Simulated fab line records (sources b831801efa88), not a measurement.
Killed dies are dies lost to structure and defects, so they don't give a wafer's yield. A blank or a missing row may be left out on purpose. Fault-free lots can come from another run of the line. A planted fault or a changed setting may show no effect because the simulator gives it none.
Chamber matching    flow sky130    rie_si-02 running SKY_POLY_GATE_ETCH_17: 4 sister chambers
The step etches poly-Si in HBr/Cl2, stops on SiO2, target depth 180 nm, time 70.5 s. 7 wafers are shown with their chamber, then 7 later ones without.

WAFERS, EACH WITH ITS CHAMBER
wafer   chamber  throttle_valve_pct (%)  oes_product_au (a.u.)
L993.2  0        33.683                  0.981
L993.3  3        33.701                  0.985
L994.3  1        33.694                  0.985
L994.4  0        33.686                  0.969
L994.6  3        33.680                  0.980
L998.2  2        33.703                  0.993
L998.5  1        33.690                  0.978

WAFERS MISSING THEIR CHAMBER
wafer   throttle_valve_pct (%)  oes_product_au (a.u.)
L998.6  33.671                  0.995
L999.3  33.675                  0.974
L999.4  33.688                  0.979
L999.6  33.679                  0.978
L100.3  33.688                  0.987
L100.5  33.680                  0.990
L100.6  33.671                  0.961

THE CHAMBER EACH PASSED THROUGH
wafer   from the rows above                in truth
L998.6  can't be placed: 3 or 1 or 2 or 0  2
L999.3  can't be placed: 0 or 3 or 1       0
L999.4  can't be placed: 1 or 3 or 0       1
L999.6  can't be placed: 0 or 3 or 1       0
L100.3  can't be placed: 3 or 1 or 2 or 0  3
L100.5  can't be placed: 3 or 1 or 0 or 2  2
L100.6  can't be placed: 0 or 1 or 3       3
Placed correctly: 0 of 7. Cannot be placed on the basis of these rows: 7; the candidates contain the true chamber in 7. 0 placed wrongly.
How it was worked out, from the rows above alone: a wafer's distance from a chamber is the root of the sum, over the readings, of the square of ((its reading less the chamber's mean) divided by the reading's scatter). The wafer belongs to the nearest chamber; if the next one is less than 2 further off, it can't be placed. Each chamber's mean is taken over the wafers shown for it. The scatter: take each reading less its chamber's mean, square it, sum over the shown wafers, divide by the number of wafers less the number of chambers, and take the root.
